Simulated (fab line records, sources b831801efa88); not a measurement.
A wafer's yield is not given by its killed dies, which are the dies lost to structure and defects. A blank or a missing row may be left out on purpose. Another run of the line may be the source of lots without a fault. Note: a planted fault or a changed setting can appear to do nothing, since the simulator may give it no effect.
One fault seen from 2 desks / flow sfqLine / each desk holds nothing but its own numbers, with what lay behind them at the end

== DESK OF THE TOOL OWNER: pvdSputter-06 ==
The tool's own readings at SFQ_TRILAYER_M0_DEP_SPUTTER_019 (material Nb, target thk 200 nm, time 133.3 s): means of the sampled wafers that have a number, for each lot that ran on this tool. Marked OUT: a lot whose mean sits more than 4 standard deviations from the usual mean, which makes it out of limits; the brackets give that distance.
Columns: A = cathodeDcPowerW at SFQ_TRILAYER_M0_DEP_SPUTTER_019, usual 2000.0 W; B = throttleValvePct at SFQ_TRILAYER_M0_DEP_SPUTTER_019, usual 30.6 %
lot=L599; first seen here=day 8 18:00; A=2000.2; B=31.0
lot=L604; first seen here=day 9 21:10; A=2219.5 (+99 or more) OUT; B=30.7
lot=L605; first seen here=day 10 01:58; A=2219.7 (+99 or more) OUT; B=30.7
lot=L607; first seen here=day 10 13:58; A=2219.2 (+99 or more) OUT; B=29.9
lot=L618; first seen here=day 14 09:14; A=1999.8; B=31.0
lot=L619; first seen here=day 14 16:26; A=2000.0; B=30.9
lot=L621; first seen here=day 14 22:25; A=1999.6; B=30.6
This desk finds L604, L605, L607 out of limits, L604 being first, at day 9 21:10 (cathodeDcPowerW at SFQ_TRILAYER_M0_DEP_SPUTTER_019). L599, L618, L619, L621 stayed within limits.

== METROLOGY DESK ==
What the gauges read for every lot (on any tool): the sampled wafers with a number, averaged. Marked OUT: a lot whose mean sits more than 4 standard deviations from the usual mean, which makes it out of limits; the brackets give that distance.
Columns: A = M0_NB_RS at SFQ_M0_RS_MEAS_904, usual 0.885 ohm/sq; B = I3_OVL at SFQ_I3_OVL_MEAS_923, usual 3 nm
lot=L598; first seen here=day 8 03:43; A=0.875; B=4
lot=L599; first seen here=day 8 18:08; A=0.870; B=6
lot=L604; first seen here=day 9 21:16; A=0.800 (-9.5) OUT; B=10
lot=L605; first seen here=day 10 02:04; A=0.792 (-10) OUT; B=-15
lot=L606; first seen here=day 10 08:17; A=0.897; B=-3
lot=L607; first seen here=day 10 14:05; A=0.793 (-10) OUT; B=9
lot=L612; first seen here=day 12 00:32; A=0.894; B=5
lot=L613; first seen here=day 12 09:55; A=0.893; B=-1
lot=L614; first seen here=day 12 18:22; A=0.888; B=7
lot=L615; first seen here=day 13 01:31; A=0.896; B=6
lot=L617; first seen here=day 14 04:31; A=0.884; B=5
lot=L618; first seen here=day 14 09:19; A=0.890; B=3
lot=L619; first seen here=day 14 16:31; A=0.887; B=13
lot=L620; first seen here=day 14 18:56; A=0.876; B=4
lot=L621; first seen here=day 14 22:32; A=0.887; B=0
Finding of this desk: L604, L605, L607 out of limits, first seen on L604 at day 9 21:16 (M0_NB_RS at SFQ_M0_RS_MEAS_904). L598, L599, L606, L612, L613, L614, L615, L617, L618, L619, L620, L621 stayed within limits.

== TAKEN TOGETHER ==
On L604, L605, L607, at day 9 21:10, an alarm was possible from the tool owner's desk.
On L604, L605, L607, the metrology desk was in a position to raise an alarm at day 9 21:16.
All the named lots went through SFQ_TRILAYER_M0_DEP_SPUTTER_019 on pvdSputter-06.

== WHAT HAD BEEN PUT IN BY THE SIMULATOR ==
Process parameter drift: pvdSputter-06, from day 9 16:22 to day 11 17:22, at SFQ_TRILAYER_M0_DEP_SPUTTER_019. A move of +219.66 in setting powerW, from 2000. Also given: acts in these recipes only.
Lots struck among those shown: L604, L605, L607.
Delay (hours) between the fault's onset and each desk's first out-of-limits reading: 5 at the tool owner's desk, 5 at the metrology desk.
